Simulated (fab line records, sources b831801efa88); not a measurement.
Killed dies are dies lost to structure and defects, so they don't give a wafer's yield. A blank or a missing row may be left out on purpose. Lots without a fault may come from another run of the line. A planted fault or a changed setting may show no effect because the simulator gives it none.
Split-lot experiment | flow sfq_line | 5 lots, 23 wafers read, on a route of 325 steps

THE SPLIT
At SFQ_TRILAYER_M8_LITHO_COAT_193 (resist thk 600 nm), the setting resist_thk_nm was moved away from the recipe's 600 nm on 11 of the 23 wafers read, by -4.1% to +2.4%. The other wafers ran this setting at the recipe's value.

The reading is taken at the split's own step.

THE READING
KrF_of_TRILAYER_M8_LITHO_COAT_193.thk_nm (the simulator's own value, which no gauge read), in nm, at SFQ_TRILAYER_M8_LITHO_COAT_193 (resist thk 600 nm). The file gives no usual value for it. The 12 wafers here that ran the recipe average 601.5 nm, standard deviation 1 nm.

wafer  | tool, chamber at the split | resist_thk_nm as run, nm | against the recipe | KrF_of_TRILAYER_M8_LITHO_COAT_193.thk_nm, nm | against lot-mates on the recipe
L074.1 | litho_track-03, 0          | 600                      | recipe             | 600.2                                        | -
L074.2 | litho_track-03, 0          | 611.5                    | +1.9%              | 610.3                                        | +10.2
L074.3 | litho_track-03, 0          | 611.5                    | +1.9%              | 612.2                                        | +12.1
L074.4 | litho_track-03, 0          | 600                      | recipe             | 600                                          | -
L074.5 | litho_track-03, 0          | 611.5                    | +1.9%              | 611.1                                        | +11.0
L075.1 | litho_track-02, 0          | 600                      | recipe             | 602.6                                        | -
L075.2 | litho_track-02, 0          | 600                      | recipe             | 601                                          | -
L075.4 | litho_track-02, 0          | 600                      | recipe             | 602.7                                        | -
L079.1 | litho_track-03, 0          | 589.3                    | -1.8%              | 591.6                                        | -10.8
L079.3 | litho_track-03, 0          | 589.3                    | -1.8%              | 593.1                                        | -9.3
L079.4 | litho_track-03, 0          | 600                      | recipe             | 601.3                                        | -
L079.5 | litho_track-03, 0          | 600                      | recipe             | 603.4                                        | -
L079.6 | litho_track-03, 0          | 600                      | recipe             | 602.4                                        | -
L081.2 | litho_track-02, 0          | 600                      | recipe             | 600.7                                        | -
L081.3 | litho_track-02, 0          | 600                      | recipe             | 600.8                                        | -
L081.4 | litho_track-02, 0          | 575.4                    | -4.1%              | 576                                          | -24.8
L081.5 | litho_track-02, 0          | 575.4                    | -4.1%              | 577.7                                        | -23.0
L081.6 | litho_track-02, 0          | 575.4                    | -4.1%              | 577.3                                        | -23.5
L084.1 | litho_track-02, 0          | 600                      | recipe             | 601.6                                        | -
L084.2 | litho_track-02, 0          | 614.5                    | +2.4%              | 614.9                                        | +13.4
L084.3 | litho_track-02, 0          | 600                      | recipe             | 601.3                                        | -
L084.4 | litho_track-02, 0          | 614.5                    | +2.4%              | 615.7                                        | +14.2
L084.5 | litho_track-02, 0          | 614.5                    | +2.4%              | 613.1                                        | +11.6

THE FIT
A straight line over all 23 wafers: KrF_of_TRILAYER_M8_LITHO_COAT_193.thk_nm changes by +5.67 nm for each +1% of resist_thk_nm; r = +0.99; the points scatter about the line by 1.2 nm.
The same after taking each lot's own level away (the mean of its wafers on the recipe; 23 wafers): +5.7 nm for each +1%; r = +1.00; scatter 0.81 nm.
On that fit, the largest move of resist_thk_nm shifts the reading by 23 nm.
The lots' own levels span 600.10 to 602.37 nm, that is 2.2 times the standard deviation above.
So the lot-to-lot level changes the slope little: the two slopes agree.
Check: with one of the wafers moved furthest among these (-4.1%) left out of the fit, the line predicts -23.1 nm for it against its lot-mates. It came out at -24.8 nm against them.

OTHER SPLITS ON THESE WAFERS
These wafers also went through other splits before the reading. Each is held against what the fit with the lots' levels taken away leaves over:
other split on the same wafers                      | wafers away from the commonest value | r with KrF_of_TRILAYER_M8_LITHO_COAT_193.thk_nm (lot level and that fit taken away)
SFQ_TRILAYER_M7_LITHO_COAT_177 spin_rpm             | 4                                    | +0.26
SFQ_TRILAYER_M7_BARC_OPEN_METAL_ETCH_229 bias_w     | 8                                    | -0.05
SFQ_TRILAYER_I7_CMP_CMP_184 down_force_psi          | 7                                    | -0.24
SFQ_TRILAYER_I7_VIA_LITHO_PEB_190 peb_temp_c        | 9                                    | -0.10
SFQ_TRILAYER_I7_VIA_BARC_OPEN_VIA_ETCH_260 source_w | 8                                    | +0.30

THE FILE'S OWN FIT
KrF_of_TRILAYER_M8_LITHO_COAT_193.thk_nm changes by +5.7 nm for each +1% of resist_thk_nm, r = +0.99.
